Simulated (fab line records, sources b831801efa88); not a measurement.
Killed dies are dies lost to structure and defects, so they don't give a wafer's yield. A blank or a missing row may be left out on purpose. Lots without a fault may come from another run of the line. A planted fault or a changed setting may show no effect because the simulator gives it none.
One fault seen from 2 desks | flow gf180mcu | each desk has only its own numbers; what lay behind them comes last

THE METROLOGY DESK
What the gauges read, lot by lot, whatever tool the lot ran on: means of the sampled wafers that have a number. A lot is out of limits, marked OUT, if its mean lies more than 4 standard deviations from the usual mean; the brackets give that distance.
Columns: A = CONTACT_W_RS at GF_CONTACT_RS_MEAS_25, usual 0.387 ohm/sq; B = CONTACT_W_THK at GF_CONTACT_THK_MEAS_26, usual 301 nm
lot  | first seen here | A     | B
L975 | day 16 16:05    | 0.391 | 296
L977 | day 17 08:05    | 0.387 | 307
L979 | day 17 21:53    | 0.387 | 298
L982 | day 18 18:08    | 0.384 | 302
L990 | day 21 20:25    | 0.392 | 296
L996 | day 23 18:06    | 0.389 | 300
This desk's finding: nothing out of limits on any of the 6 lots.

THE TOOL OWNER'S DESK: pvd_sputter-03
The tool's own readings at GF_M1_SPUTTER_03 (material Ti, target thk 10 nm, time 6.7 s): means of the sampled wafers that have a number, for each lot that ran on this tool. A lot is out of limits, marked OUT, if its mean lies more than 4 standard deviations from the usual mean; the brackets give that distance.
Columns: A = throttle_valve_pct at GF_M1_SPUTTER_03, usual 30.3 %
lot  | first seen here | A
L977 | day 17 08:43    | 30.2
L979 | day 17 22:30    | 30.1
L982 | day 18 18:46    | 30.7
This desk's finding: nothing out of limits on any of the 3 lots.

PUT TOGETHER
The metrology desk saw nothing out of limits.
The tool owner's desk saw nothing out of limits.

WHAT THE SIMULATOR HAD PUT IN
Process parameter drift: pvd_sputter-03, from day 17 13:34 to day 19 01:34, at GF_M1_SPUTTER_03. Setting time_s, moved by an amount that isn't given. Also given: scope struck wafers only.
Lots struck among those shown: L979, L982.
